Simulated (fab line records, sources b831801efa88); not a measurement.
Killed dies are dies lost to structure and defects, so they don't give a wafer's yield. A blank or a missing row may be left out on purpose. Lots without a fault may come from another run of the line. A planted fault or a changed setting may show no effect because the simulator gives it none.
A struck lot beside a sound one | flow gf180mcu | 15 steps out of a route of 602
Sound: wafers L128.1, L128.4, L128.5. Struck: wafers L132.1, L132.3. The cause comes at the end.
At each step with rows: each side's tool, then ch and its chambers, then its first start. Under that, the readings that differ: sound wafers | struck wafers | difference of the means | sigmas: that difference in standard deviations of wafers without a fault.
alike: readings whose means differ by less than 2 such deviations, and words and numbers that are the same on both sides. not compared: withheld readings, readings that some wafer has no value for, bounds like >300 that may hide the same value, and numbers for which the record gives no deviation and whose values overlap.
The two part at a step that has a row with sigmas, a row that says differs or no value, or rows on one side only. Numbers that don't overlap but have no deviation are shown without sigmas and don't part them. A reading that every wafer of one side lacks parts them only if that side has two wafers or more.

first, 9 steps without rows for these wafers: GF_MIM_STRIP_21 (strips in post etch residue remover, time 1200 s); GF_MIM_CLEAN_22 (cleans in DIW); GF_M5_DEHYDRATE_00 (time 60 s); GF_M5_HMDS_01 (prime time 60 s); GF_M5_COAT_02 (resist thk 1000 nm); GF_M5_SOFTBAKE_03 (time 60 s); GF_M5_EXPOSE_04 (exposes mask Metal5, target cd 280 nm); GF_M5_PEB_05 (peb time 90 s); GF_M5_DEVELOP_06 (develop time 60 s).
GF_M5_CD_MEAS_07: target cd 280 nm.
  sound on cd_sem-01, day 31 03:22; struck on cd_sem-02, day 32 13:04
  alike: cd_nm
GF_M5_OVL_MEAS_08:
  sound on overlay-02, day 31 03:29; struck on overlay-01, day 32 13:11
  reading     | sound   | struck | difference | sigmas
  M5_OVL (nm) | 0 -3 -8 | 7 10   | +12        | +2
GF_M5_ETCH_09: etches Si3N4 in CF4/O2, target depth 52 nm, time 11.6 s.
  sound on rie_diel-03 ch 0,1,2, day 31 03:32; struck on rie_diel-04 ch 1,3, day 32 13:14
  alike: drypump_motor_current_A, oes_product_au, throttle_valve_pct
  not compared: rf_hours_counter_h
GF_M5_METAL_ETCH_10: etches the open film in Cl2/BCl3, stops on SiO2, target depth 750.8 nm, time 125.1 s.
  sound on rie_metal-03 ch 0, day 31 03:33; struck on rie_metal-03 ch 0,1, day 32 13:15
  reading                             | sound                | struck        | difference | sigmas
  oes_product_au (a.u.)               | 0.993 0.999 0.997    | 0.952 0.949   | -0.046     | -8
  run_length_s (s)                    | 153.8 153.4 153.6    | 163.3 163.6   | +9.8       | +23
  throttle_valve_pct (%)              | 28.207 28.218 28.229 | 28.253 28.275 | +0.046     | +5
  model.KrF_of_M5_COAT_02.thk_nm (nm) | 631.4 632.8 633      | 629.6 617.6   | -8.8       |
  alike: drypump_motor_current_A
  not compared: rf_hours_counter_h
GF_M5_STRIP_11: strips in O2/N2.
  sound on plasma_asher-01 ch 0,1, day 31 03:41; struck on plasma_asher-02 ch 1, day 32 13:23
  alike: drypump_motor_current_A, heater_power_w, o2_flow_sccm, oes_product_au, platen_temp_c, strip_time_to_endpoint_s
  not compared: rf_hours_counter_h
then, 1 step without rows for these wafers: GF_M5_STRIP_12 (strips in post etch residue remover, time 1200 s).

WHERE THEY PART
First at GF_M5_OVL_MEAS_08; last, within this record, at GF_M5_METAL_ETCH_10. Later steps at which nothing parts them and some readings are alike: GF_M5_STRIP_11.

WHY: what the simulator had put in
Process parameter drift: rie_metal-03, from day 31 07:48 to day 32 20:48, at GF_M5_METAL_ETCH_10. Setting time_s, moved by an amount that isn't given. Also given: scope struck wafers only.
